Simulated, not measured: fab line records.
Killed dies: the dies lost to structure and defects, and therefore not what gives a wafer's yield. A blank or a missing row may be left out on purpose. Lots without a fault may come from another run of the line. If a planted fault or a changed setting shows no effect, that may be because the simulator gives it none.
Code-filled problem report in 8D (eight disciplines) form    flow sky130    the parts of the form that need people (team, actions taken, sign-off) are left out

1. THE ISSUE
cdNm at SKY_METAL3_CD_MEAS_13 reads a mean of 259.6 nm on 6 wafers of 2 lots; wafers without a fault read 300.2 nm with a standard deviation of 1.4. That is -29 standard deviations from the usual mean.
The step: target cd 300 nm.
The first sign was on wafer L799.2 at day 44 11:51, on cdSem-01. The record holds 42 wafers of 14 lots with a number at this step. By rule, "out" or "out of limits" means more than 4 standard deviations away from the usual mean. The rest of the wafers with a number are treated as sound.

2. WHAT IT IS; WHAT IT IS NOT
question                     is                      is not
which readings at this step  cdNm                    -
which lots                   L799, L800              L780, L783, L784, L786, L787, L789, L790, L792, L793, L794, L796, L798
which wafers of those lots   all that have a number  -
read on which gauges         cdSem-01                cdSem-02
when                         from day 44 11:51       up to then (36 sound wafers)

3. WHAT RULES OUT EACH SUSPECT
Counting: any tool at a process step up to the reading is kept as a suspect provided that every lot that is out went through it and no sound lot did after the first of them.
- the gauge at SKY_METAL3_CD_MEAS_13: kept. All the wafers that are out were read on cdSem-01, and no step on other tools shows them out.
- krfScanner-02 at SKY_METAL3_EXPOSE_10 (exposes mask MM3, target cd 300 nm): kept. It ran every lot that is out, first L799 (day 44 01:35), and no sound lot after that; its last sound lot up to then is L796 (day 43 01:55).
After counting, krfScanner-02 at SKY_METAL3_EXPOSE_10 and cdSem-01 at SKY_METAL3_CD_MEAS_13 remain.

4. THE CAUSE (what the simulator had put in)
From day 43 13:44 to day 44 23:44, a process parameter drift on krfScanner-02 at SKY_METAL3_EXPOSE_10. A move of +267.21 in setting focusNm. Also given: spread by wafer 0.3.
Counting leaves 2 suspects; this tool is one of them.

5. THE CHAIN OF EFFECTS, in route order
Each row: a reading whose mean over the struck wafers that have a number lies more than 3 standard deviations from the usual. Only readings for which the record gives a usual standard deviation are gone through. hours: the time from each lot's start at the first step in this table that gives one to its start at this step, as a median over the lots. sigmas: the change in usual standard deviations.
hours  step                   reading  usual     on struck wafers  change  sigmas
0      SKY_METAL3_CD_MEAS_13  cdNm     300.2 nm  259.6             -40.6   -29
Later measuring or inspecting steps at which every struck wafer that the step has a row for has a number for every such reading, and none has moved that far: SKY_VIA3_THK_MEAS_01.

6. WHAT WOULD HAVE CAUGHT IT SOONER
22 hours passed between the start of the fault at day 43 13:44 and the first reading out of limits at a measuring or inspecting step in this record, taken at day 44 11:51.
Lots out: 2; all had begun SKY_METAL3_EXPOSE_10 on krfScanner-02 by day 44 11:51. None of them would have been spared by holding the tool at that moment.
